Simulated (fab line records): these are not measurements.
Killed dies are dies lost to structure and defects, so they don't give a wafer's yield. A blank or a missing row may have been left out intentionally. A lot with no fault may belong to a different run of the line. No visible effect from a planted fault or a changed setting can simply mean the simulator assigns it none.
fab line records	flow gf180mcu	part 1 of 2: steps 1 to 25 of 36
[record] lots = 5	wafers = 15	last-day = 34
route steps=602 shown DUAL_GATE@147 POLY_GATE@157 HV_LDD@176
lots untouched by any fault: they come from a run of this same line in which no faults occurred
start-h: the number of hours between the record's first day and the start of the first shown wafer of the lot	wait-h: how many hours have passed since the lot's step before this one	" same as the row above	L1.1+2: a single row standing in for several wafers	- no value, or no start given	* or withheld: withheld	< > ~ a bound
route shown NAME@n: names a module that has steps shown in the file, with the first one's number in the route	usual: mean and standard deviation over wafers with no fault	same: alike in all rows	chamber/n: place in a boat	sites: readings site by site	_std_site: the values' standard deviation	_edge_site: the outer-site mean with the inner-site mean subtracted	radius-mm: how far each site lies from the wafer's centre	mask NAME#n: copy n	behind: the most recent tool/chamber to have shaped the wafer	hold: cause of the lot's hold/its duration in hours/its outcome	device: names the non-switching transistor (n, p or np)	end of line: the route-end tests of the same wafers	a step given without rows: its recipe and nothing more	killed: dies that structure and defects cost at the first sort, which is not the same as the wafer's yield	map: per-die view of a wafer (x killed, . not killed, _ where there is no die)
set.NAME: the setting the step ran with; set.NAME@STEP: the setting that earlier step ran with	model.NAME: the simulator's own value behind a step, which no gauge read
a table for each step, a row for each wafer; lots at some steps of the route
services: a tool's chamber out of use, with start hour (start-h, from the record's first day; less than 0 if before it), hours out, and reason
[[steps]]
[step GF_DUAL_GATE_COAT_06]
[recipe] resist = NOVOLAK	spin-rpm = 3000	resist-thk-nm = 1000
[usual] dispense-pressure-kPa = 52/5.4	exhaust-pa = 44.9/0.96
lot.wafer	tool	chamber	start-h	wait-h	dispense-pressure-kPa	exhaust-pa
L076.2	litho-track-03	0	179.76	0.1	54	45.3
L076.3	"	0	"	"	54	45.8
L076.5	"	0	"	"	54	46.1
L077.1	litho-track-03	0	185.13	0.1	54	45.4
L077.2	"	0	"	"	54	46.9
L077.3	"	0	"	"	54	45.5
L079.1	litho-track-04	0	200.62	0.1	58	45.3
L079.2	"	0	"	"	58	45.5
L079.6	"	0	"	"	58	43.8
L094.2	litho-track-01	0	314.08	0.1	43	45.6
L094.3	"	0	"	"	43	44.3
L094.6	"	0	"	"	43	44.2
L097.1	litho-track-04	0	327.87	0.1	58	45.5
L097.3	"	0	"	"	58	46.1
L097.6	"	0	"	"	58	45.8
[step GF_DUAL_GATE_SOFTBAKE_07]
[recipe] temp-c = 90	time-s = 60	resist = NOVOLAK
[usual] exhaust-pa = 45.0/0.92
lot.wafer	tool	chamber	start-h	wait-h	exhaust-pa
L076.2	litho-track-03	0	179.91	0.1	45.3
L076.3	"	0	"	"	44.2
L076.5	"	0	"	"	45.3
L077.1	litho-track-03	0	185.28	0.1	43.0
L077.2	"	0	"	"	43.4
L077.3	"	0	"	"	45.5
L079.1	litho-track-04	0	200.77	0.1	43.4
L079.2	"	0	"	"	43.5
L079.6	"	0	"	"	44.4
L094.2	litho-track-01	0	314.23	0.1	44.0
L094.3	"	0	"	"	45.2
L094.6	"	0	"	"	45.6
L097.1	litho-track-04	0	328.02	0.1	45.5
L097.3	"	0	"	"	45.5
L097.6	"	0	"	"	44.6
[step GF_DUAL_GATE_EXPOSE_08]
[recipe] mask-id = Dualgate	target-cd-nm = 700	na = 0.6	source-shape = conventional	sigma-outer = 0.6	dose-mj = 140
lot.wafer	tool	chamber	start-h	wait-h	mask
L076.2+3+5	iline-stepper-02	0	-	-	Dualgate#0
L077.1+2+3	iline-stepper-02	0	-	-	Dualgate#0
L079.1+2+6	iline-stepper-01	0	-	-	Dualgate#0
L094.2+3+6	iline-stepper-02	0	-	-	Dualgate#0
L097.1+3+6	iline-stepper-01	0	-	-	Dualgate#0
[step GF_DUAL_GATE_PEB_09]
[recipe] temp-c = withheld	time-s = *	resist = NOVOLAK
[usual] exhaust-pa = 45.1/0.92
lot.wafer	tool	chamber	start-h	wait-h	exhaust-pa
L076.2	litho-track-03	0	-	-	45.2
L076.3	"	0	"	"	45.1
L076.5	"	0	"	"	46.1
L077.1	litho-track-03	0	-	-	44.4
L077.2	"	0	"	"	44.8
L077.3	"	0	"	"	42.3
L079.1	litho-track-04	0	-	-	44.4
L079.2	"	0	"	"	44.6
L079.6	"	0	"	"	44.9
L094.2	litho-track-04	0	-	-	44.9
L094.3	"	0	"	"	44.3
L094.6	"	0	"	"	44.5
L097.1	litho-track-03	0	-	-	45.8
L097.3	"	0	"	"	45.8
L097.6	"	0	"	"	46.4
[step GF_DUAL_GATE_DEVELOP_10]
[recipe] develop-time-s = 60	dev-temp-c = 23
[usual] exhaust-pa = 44.8/0.9
lot.wafer	tool	chamber	start-h	wait-h	exhaust-pa
L076.2	litho-track-03	0	188.11	0.1	44.4
L076.3	"	0	"	"	44.5
L076.5	"	0	"	"	44.7
L077.1	litho-track-03	0	193.03	0.1	45.2
L077.2	"	0	"	"	46.1
L077.3	"	0	"	"	44.4
L079.1	litho-track-04	0	209.32	0.1	46.1
L079.2	"	0	"	"	45.0
L079.6	"	0	"	"	44.2
L094.2	litho-track-04	0	324.34	0.1	45.5
L094.3	"	0	"	"	44.3
L094.6	"	0	"	"	44.9
L097.1	litho-track-03	0	337.73	0.1	43.5
L097.3	"	0	"	"	43.5
L097.6	"	0	"	"	44.6
[step GF_DUAL_GATE_OVL_MEAS_11]
[usual] DUAL_GATE_OVL = -0.4/1.3
lot.wafer	tool	chamber	start-h	wait-h	DUAL_GATE_OVL[nm]
L076.2	overlay-01	-	188.26	0.1	-0.9
L076.3	"	-	"	"	-0.9
L076.5	"	-	"	"	-1.3
L077.1	overlay-01	-	193.21	0.2	-0.3
L077.2	"	-	"	"	-1.8
L077.3	"	-	"	"	-0.4
L079.1	overlay-01	-	209.47	0.1	0.1
L079.2	"	-	"	"	0.6
L079.6	"	-	"	"	-1.2
L094.2	overlay-01	-	324.47	0.1	-1.6
L094.3	"	-	"	"	-5.2
L094.6	"	-	"	"	-1.1
L097.1	overlay-02	-	337.88	0.1	-1.2
L097.3	"	-	"	"	-0.3
L097.6	"	-	"	"	-0.5
[step GF_DUAL_GATE_WET_ETCH_12]
[recipe] chemistry = dHF	target-depth-nm = 13	dry = n2-spin	target = SiO2	temp-c = 25	dilution = 100:1	time-s = 260
lot.wafer	tool	chamber	start-h	wait-h
L076.2+3+5	wet-bench-02	0	188.29	0.0
L077.1+2+3	wet-bench-01	1	193.25	0.0
L079.1+2+6	wet-bench-01	2	209.50	0.0
L094.2+3+6	wet-bench-04	2	324.50	0.0
L097.1+3+6	wet-bench-02	0	337.92	0.0
[step GF_DUAL_GATE_STRIP_13]
[recipe] chemistry = O2/N2	power-w = 1400	pressure-mtorr = 1500	platen-temp-c = 250	o2-flow-sccm = 3000	n2-flow-sccm = 300	overash-fraction = 0.5
[usual] drypump-motor-current-A = 6.0/0.41	heater-power-w = 326/31	oes-product-au = 0.716/0.0049	strip-time-to-endpoint-s = 12.63/0.037
lot.wafer	tool	chamber	start-h	wait-h	drypump-motor-current-A	heater-power-w	oes-product-au	rf-hours-counter-h	strip-time-to-endpoint-s
L076.2	plasma-asher-02	0	188.38	0.0	6.8	354	0.707	52	12.65
L076.3	"	0	"	"	6.8	345	0.714	-	12.65
L076.5	"	1	"	"	6.5	354	0.716	-	12.62
L077.1	plasma-asher-03	1	193.34	0.0	5.7	276	0.717	52	12.64
L077.2	"	0	"	"	5.8	358	0.728	52	12.63
L077.3	"	0	"	"	5.8	369	0.721	-	12.65
L079.1	plasma-asher-03	0	209.58	0.0	5.8	363	0.715	54	12.61
L079.2	"	1	"	"	5.7	272	0.717	54	12.65
L079.6	"	0	"	"	5.8	359	0.723	-	12.65
L094.2	plasma-asher-02	1	324.59	0.0	6.5	360	0.710	65	12.64
L094.3	"	1	"	"	6.5	356	0.713	-	12.65
L094.6	"	1	"	"	6.5	357	0.719	-	12.68
L097.1	plasma-asher-02	1	338.00	0.0	6.5	359	0.723	67	12.59
L097.3	"	0	"	"	6.8	358	0.714	-	12.57
L097.6	"	1	"	"	6.5	367	0.718	-	12.53
[step GF_DUAL_GATE_CLEAN_14]
[recipe] chemistry = SC1/SC2	mix = 1:4:20	temp-c = 70	time-s = 150	dry = n2-spin
lot.wafer	tool	chamber	start-h	wait-h
L076.2+3+5	wet-bench-01	3	188.48	0.1
L077.1+2+3	wet-bench-01	1	193.44	0.1
L079.1+2+6	wet-bench-02	3	209.68	0.1
L094.2+3+6	wet-bench-01	2	324.69	0.1
L097.1+3+6	wet-bench-02	3	338.10	0.1
[step GF_DUAL_GATE_OXIDATION_15]
[recipe] temp-c = 850	ambient = O2	stabilise-s = 600	purge-s = 300	target-thk-a = 70.98	ox-time-s = 1995
[usual] ox-temp-c-max = 854.6/1.5	zone-power-lower-pct = 16.4/1.5
lot.wafer	tool	chamber	start-h	wait-h	ox-temp-c-max	zone-power-lower-pct
L076.2	furnace-01	0	188.53	0.0	854.2	17.2
L076.3	"	0	"	"	852.6	17.7
L076.5	"	0	"	"	853.3	18.2
L077.1	furnace-02	0	193.49	0.0	855.3	14.7
L077.2	"	0	"	"	855.0	14.6
L077.3	"	0	"	"	855.4	14.5
L079.1	furnace-01	0	211.79	2.1	853.9	17.6
L079.2	"	0	"	"	854.1	17.5
L079.6	"	0	"	"	854.4	17.3
L094.2	furnace-02	0	324.74	0.0	855.8	14.6
L094.3	"	0	"	"	855.9	14.5
L094.6	"	0	"	"	856.1	14.4
L097.1	furnace-01	0	338.16	0.0	854.5	17.4
L097.3	"	0	"	"	852.9	17.5
L097.6	"	0	"	"	853.2	17.3
[step GF_POLY_GATE_CVD_00]
[recipe] material = poly-Si	target-thk-nm = 200	temp-c = 620	time-s = 1200	pressure-mtorr = 200
[usual] susceptor-temp-C = 620.00/0.27	zone-power-lower-pct = 8.8/0.87
lot.wafer	tool	chamber	start-h	wait-h	susceptor-temp-C	zone-power-lower-pct
L076.2	lpcvd-01	1	190.08	0.0	619.82	9.4
L076.3	"	1	"	"	620.07	9.3
L076.5	"	1	"	"	619.93	9.2
L077.1	lpcvd-01	0	195.05	0.0	620.03	9.7
L077.2	"	0	"	"	619.92	9.7
L077.3	"	0	"	"	620.40	9.8
L079.1	lpcvd-02	0	213.34	0.0	619.78	7.4
L079.2	"	0	"	"	619.92	7.5
L079.6	"	0	"	"	620.32	7.4
L094.2	lpcvd-02	0	326.29	0.0	619.97	7.4
L094.3	"	0	"	"	620.13	7.4
L094.6	"	0	"	"	620.10	7.5
L097.1	lpcvd-01	0	339.71	0.0	619.62	9.6
L097.3	"	0	"	"	620.14	9.6
L097.6	"	0	"	"	619.83	9.6
[step GF_POLY_GATE_THK_MEAS_01]
[recipe] reads = poly-Si_of_POLY_GATE_CVD_00
[usual] POLY_GATE_CVD_00_THK = 200.0/1.9
lot.wafer	tool	chamber	start-h	wait-h	POLY_GATE_CVD_00_THK[nm]
L076.2	film-metro-03	-	191.43	0.0	198.8
L076.3	"	-	"	"	200.0
L076.5	"	-	"	"	198.6
L077.1	film-metro-03	-	196.38	0.0	202.7
L077.2	"	-	"	"	202.1
L077.3	"	-	"	"	202.4
L079.1	film-metro-02	-	214.67	0.0	200.0
L079.2	"	-	"	"	198.7
L079.6	"	-	"	"	199.5
L094.2	film-metro-04	-	327.64	0.0	199.8
L094.3	"	-	"	"	201.5
L094.6	"	-	"	"	202.3
L097.1	film-metro-04	-	341.05	0.0	198.4
L097.3	"	-	"	"	201.7
L097.6	"	-	"	"	198.2
[step GF_POLY_GATE_DEHYDRATE_02]
[recipe] temp-c = 200	time-s = 60
[usual] exhaust-pa = 45.1/0.89
lot.wafer	tool	chamber	start-h	wait-h	exhaust-pa
L076.2	litho-track-01	0	198.98	7.5	44.8
L076.3	"	0	"	"	44.5
L076.5	"	0	"	"	44.8
L077.1	litho-track-03	0	204.78	8.4	44.8
L077.2	"	0	"	"	44.3
L077.3	"	0	"	"	44.6
L079.1	litho-track-02	0	222.86	8.2	43.6
L079.2	"	0	"	"	44.4
L079.6	"	0	"	"	45.8
L094.2	litho-track-01	0	337.18	9.5	46.5
L094.3	"	0	"	"	45.2
L094.6	"	0	"	"	45.1
L097.1	litho-track-01	0	351.35	10.3	44.2
L097.3	"	0	"	"	44.1
L097.6	"	0	"	"	44.7
[step GF_POLY_GATE_HMDS_03]
[recipe] prime-time-s = 60	prime-temp-c = 120
[usual] exhaust-pa = 45.2/0.95
lot.wafer	tool	chamber	start-h	wait-h	exhaust-pa
L076.2	litho-track-01	0	199.13	0.1	44.8
L076.3	"	0	"	"	44.9
L076.5	"	0	"	"	45.7
L077.1	litho-track-03	0	204.93	0.1	44.9
L077.2	"	0	"	"	45.0
L077.3	"	0	"	"	44.4
L079.1	litho-track-02	0	223.01	0.1	47.2
L079.2	"	0	"	"	47.0
L079.6	"	0	"	"	45.7
L094.2	litho-track-01	0	337.33	0.1	47.1
L094.3	"	0	"	"	43.7
L094.6	"	0	"	"	44.6
L097.1	litho-track-01	0	351.50	0.1	47.9
L097.3	"	0	"	"	46.7
L097.6	"	0	"	"	46.5
[step GF_POLY_GATE_COAT_04]
[recipe] resist = BARC	temp-c = withheld	time-s = withheld	spin-rpm = withheld	resist-thk-nm = withheld
[usual] dispense-pressure-kPa = 50/4.9	exhaust-pa = 44.9/1
lot.wafer	tool	chamber	start-h	wait-h	dispense-pressure-kPa	exhaust-pa
L076.2	litho-track-01	0	199.28	0.1	43	45.3
L076.3	"	0	"	"	43	45.5
L076.5	"	0	"	"	43	44.5
L077.1	litho-track-03	0	205.08	0.1	54	43.5
L077.2	"	0	"	"	54	44.5
L077.3	"	0	"	"	54	45.0
L079.1	litho-track-02	0	223.16	0.1	53	44.4
L079.2	"	0	"	"	53	45.7
L079.6	"	0	"	"	53	44.8
L094.2	litho-track-01	0	337.48	0.1	43	44.6
L094.3	"	0	"	"	43	43.1
L094.6	"	0	"	"	43	44.2
L097.1	litho-track-01	0	351.65	0.1	43	46.3
L097.3	"	0	"	"	43	44.9
L097.6	"	0	"	"	43	44.8
[step GF_POLY_GATE_COAT_05]
[recipe] resist = KrF	spin-rpm = withheld	resist-thk-nm = 700
[usual] dispense-pressure-kPa = 50/4.9	exhaust-pa = 44.9/0.85
lot.wafer	tool	chamber	start-h	wait-h	dispense-pressure-kPa	exhaust-pa
L076.2	litho-track-01	0	-	-	43	45.4
L076.3	"	0	"	"	43	43.9
L076.5	"	0	"	"	43	44.6
L077.1	litho-track-03	0	-	-	54	44.1
L077.2	"	0	"	"	54	43.9
L077.3	"	0	"	"	54	45.4
L079.1	litho-track-02	0	-	-	53	44.8
L079.2	"	0	"	"	53	45.7
L079.6	"	0	"	"	53	45.0
L094.2	litho-track-01	0	-	-	43	45.4
L094.3	"	0	"	"	43	44.9
L094.6	"	0	"	"	43	44.8
L097.1	litho-track-01	0	-	-	43	46.2
L097.3	"	0	"	"	43	45.5
L097.6	"	0	"	"	43	46.3
[step GF_POLY_GATE_SOFTBAKE_06]
[recipe] temp-c = 130	time-s = 60	resist = KrF
[usual] exhaust-pa = 44.9/0.87
lot.wafer	tool	chamber	start-h	wait-h	exhaust-pa
L076.2	litho-track-01	0	-	-	45.0
L076.3	"	0	"	"	45.4
L076.5	"	0	"	"	45.3
L077.1	litho-track-03	0	-	-	44.0
L077.2	"	0	"	"	44.0
L077.3	"	0	"	"	44.4
L079.1	litho-track-02	0	-	-	44.7
L079.2	"	0	"	"	45.4
L079.6	"	0	"	"	45.7
L094.2	litho-track-01	0	-	-	45.4
L094.3	"	0	"	"	46.1
L094.6	"	0	"	"	46.2
L097.1	litho-track-01	0	-	-	44.8
L097.3	"	0	"	"	44.2
L097.6	"	0	"	"	45.5
[step GF_POLY_GATE_EXPOSE_07]
[recipe] mask-id = Poly2	target-cd-nm = 280	na = 0.68	source-shape = conventional	sigma-outer = 0.6	dose-mj = 28
lot.wafer	tool	chamber	start-h	wait-h	mask
L076.2+3+5	krf-scanner-02	0	-	-	Poly2#0
L077.1+2+3	krf-scanner-02	0	-	-	Poly2#0
L079.1+2+6	krf-scanner-01	0	-	-	Poly2#0
L094.2+3+6	krf-scanner-02	0	-	-	Poly2#0
L097.1+3+6	krf-scanner-02	0	-	-	Poly2#0
[step GF_POLY_GATE_PEB_08]
[recipe] peb-temp-c = 135.9	peb-time-s = 90	resist = KrF
[usual] exhaust-pa = 44.9/0.98
lot.wafer	tool	chamber	start-h	wait-h	exhaust-pa
L076.2	litho-track-01	0	-	-	45.0
L076.3	"	0	"	"	45.5
L076.5	"	0	"	"	45.8
L077.1	litho-track-01	0	-	-	45.1
L077.2	"	0	"	"	44.6
L077.3	"	0	"	"	44.3
L079.1	litho-track-02	0	-	-	44.4
L079.2	"	0	"	"	44.3
L079.6	"	0	"	"	44.3
L094.2	litho-track-02	0	-	-	44.6
L094.3	"	0	"	"	46.6
L094.6	"	0	"	"	44.7
L097.1	litho-track-03	0	-	-	45.0
L097.3	"	0	"	"	44.4
L097.6	"	0	"	"	44.3
[step GF_POLY_GATE_DEVELOP_09]
[recipe] develop-time-s = 60	resist = KrF	dev-temp-c = 21
[usual] exhaust-pa = 45.0/0.89
lot.wafer	tool	chamber	start-h	wait-h	exhaust-pa
L076.2	litho-track-01	0	208.28	0.2	44.2
L076.3	"	0	"	"	44.4
L076.5	"	0	"	"	43.7
L077.1	litho-track-01	0	213.70	0.2	45.6
L077.2	"	0	"	"	44.5
L077.3	"	0	"	"	43.0
L079.1	litho-track-02	0	231.91	0.2	44.8
L079.2	"	0	"	"	44.8
L079.6	"	0	"	"	45.0
L094.2	litho-track-02	0	348.68	0.2	46.3
L094.3	"	0	"	"	46.6
L094.6	"	0	"	"	45.7
L097.1	litho-track-03	0	362.18	0.2	45.1
L097.3	"	0	"	"	44.8
L097.6	"	0	"	"	44.2
[step GF_POLY_GATE_CD_MEAS_10]
[recipe] target-cd-nm = 280
[usual] cd-nm = 280.6/1.4
lot.wafer	tool	chamber	start-h	wait-h	cd-nm
L076.2	cd-sem-01	-	208.42	0.1	282.1
L076.3	"	-	"	"	282.0
L076.5	"	-	"	"	281.7
L077.1	cd-sem-02	-	213.85	0.1	282.8
L077.2	"	-	"	"	281.4
L077.3	"	-	"	"	282.2
L079.1	cd-sem-01	-	232.06	0.1	281.0
L079.2	"	-	"	"	282.6
L079.6	"	-	"	"	281.6
L094.2	cd-sem-02	-	348.83	0.1	279.5
L094.3	"	-	"	"	278.9
L094.6	"	-	"	"	279.3
L097.1	cd-sem-02	-	362.33	0.1	280.6
L097.3	"	-	"	"	280.8
L097.6	"	-	"	"	280.4
[step GF_POLY_GATE_OVL_MEAS_11]
[usual] POLY_GATE_OVL = -1/5.2
lot.wafer	tool	chamber	start-h	wait-h	POLY_GATE_OVL[nm]
L076.2	overlay-02	-	208.53	0.1	0
L076.3	"	-	"	"	3
L076.5	"	-	"	"	-4
L077.1	overlay-02	-	213.97	0.1	-2
L077.2	"	-	"	"	0
L077.3	"	-	"	"	-2
L079.1	overlay-01	-	232.18	0.1	-2
L079.2	"	-	"	"	-6
L079.6	"	-	"	"	-7
L094.2	overlay-01	-	348.93	0.1	2
L094.3	"	-	"	"	-3
L094.6	"	-	"	"	0
L097.1	overlay-02	-	362.45	0.1	-6
L097.3	"	-	"	"	-12
L097.6	"	-	"	"	-1
[step GF_POLY_GATE_ETCH_12]
[recipe] chemistry = N2/H2	target-depth-a = withheld	overetch-a = withheld	time-s = withheld	target = BARC	ion-energy-ev = 200	source-w = 500	bias-w = 100	pressure-mtorr = 30	n2-flow-sccm = 100	h2-flow-sccm = 200
[usual] drypump-motor-current-A = 5.8/0.4	oes-product-au = 0.736/0.0043	throttle-valve-pct = 13.213/0.0095
lot.wafer	tool	chamber	start-h	wait-h	drypump-motor-current-A	oes-product-au	throttle-valve-pct
L076.2	rie-diel-04	3	208.56	0.0	6.6	0.740	13.233
L076.3	"	1	"	"	5.9	0.740	13.211
L076.5	"	1	"	"	5.9	0.738	13.211
L077.1	rie-diel-02	0	214.01	0.0	6.1	0.732	13.232
L077.2	"	2	"	"	5.9	0.743	13.203
L077.3	"	1	"	"	5.7	0.735	13.232
L079.1	rie-diel-04	3	232.21	0.0	6.6	0.740	13.216
L079.2	"	1	"	"	5.9	0.737	13.218
L079.6	"	1	"	"	5.9	0.744	13.217
L094.2	rie-diel-02	0	348.96	0.0	6.1	0.729	13.223
L094.3	"	2	"	"	5.9	0.729	13.231
L094.6	"	2	"	"	5.9	0.732	13.189
L097.1	rie-diel-02	2	362.49	0.0	5.9	0.738	13.196
L097.3	"	1	"	"	5.7	0.730	13.205
L097.6	"	3	"	"	5.9	0.731	13.214
[step GF_POLY_GATE_ETCH_13]
[recipe] target = poly-Si	target-depth-nm = 198.5	stop-on = SiO2	over-etch-frac = 0.403	chemistry = HBr/Cl2	icp-w = 400	bias-w = 100	pressure-mtorr = 10	HBr_flow_sccm = 150	Cl2_flow_sccm = 50	time-s = 69.6
[usual] drypump-motor-current-A = 5.9/0.45	oes-product-au = 0.990/0.0067	throttle-valve-pct = 33.684/0.0095
lot.wafer	tool	chamber	start-h	wait-h	drypump-motor-current-A	oes-product-au	rf-hours-counter-h	throttle-valve-pct
L076.2	rie-si-01	0	208.61	-	6.2	0.994	1	33.682
L076.3	"	2	"	"	6.7	0.986	1	33.689
L076.5	"	0	"	"	6.1	0.987	-	33.690
L077.1	rie-si-01	3	214.06	-	5.9	0.993	108	33.688
L077.2	"	2	"	"	6.6	0.998	1	33.680
L077.3	"	1	"	"	6.3	0.995	2	33.674
L079.1	rie-si-01	3	232.26	-	5.9	0.985	108	33.684
L079.2	"	2	"	"	6.6	0.991	1	33.691
L079.6	"	1	"	"	6.3	0.986	-	33.677
L094.2	rie-si-02	1	349.01	-	6.0	0.997	11	33.696
L094.3	"	0	"	"	6.2	0.992	2	33.678
L094.6	"	3	"	"	5.3	0.995	-	33.689
L097.1	rie-si-02	1	362.54	-	6.0	0.993	11	33.694
L097.3	"	3	"	"	5.3	0.989	5	33.679
L097.6	"	2	"	"	5.3	0.977	-	33.689
[step GF_POLY_GATE_STRIP_14]
[recipe] chemistry = O2/N2	power-w = 1400	pressure-mtorr = 1500	platen-temp-c = 250	o2-flow-sccm = 3000	n2-flow-sccm = 300	overash-fraction = 0.5
[usual] drypump-motor-current-A = 6.1/0.56	heater-power-w = 332/40	oes-product-au = 0.505/0.0042
lot.wafer	tool	chamber	start-h	wait-h	drypump-motor-current-A	heater-power-w	oes-product-au	rf-hours-counter-h
L076.2	plasma-asher-03	0	208.67	0.0	5.7	363	0.503	53
L076.3	"	1	"	"	5.7	266	0.506	-
L076.5	"	0	"	"	5.8	365	0.504	-
L077.1	plasma-asher-02	0	214.12	0.0	6.8	355	0.505	54
L077.2	"	1	"	"	6.5	358	0.505	54
L077.3	"	0	"	"	6.8	365	0.507	-
L079.1	plasma-asher-04	1	232.32	0.0	5.6	350	0.500	13
L079.2	"	0	"	"	5.4	268	0.509	13
L079.6	"	1	"	"	5.6	350	0.503	-
L094.2	plasma-asher-03	0	349.07	0.0	5.8	366	0.501	67
L094.3	"	1	"	"	5.7	266	0.508	-
L094.6	"	1	"	"	5.7	276	0.507	-
L097.1	plasma-asher-02	1	362.59	0.0	6.5	356	0.508	69
L097.3	"	1	"	"	6.5	360	0.503	-
L097.6	"	0	"	"	6.8	355	0.509	-
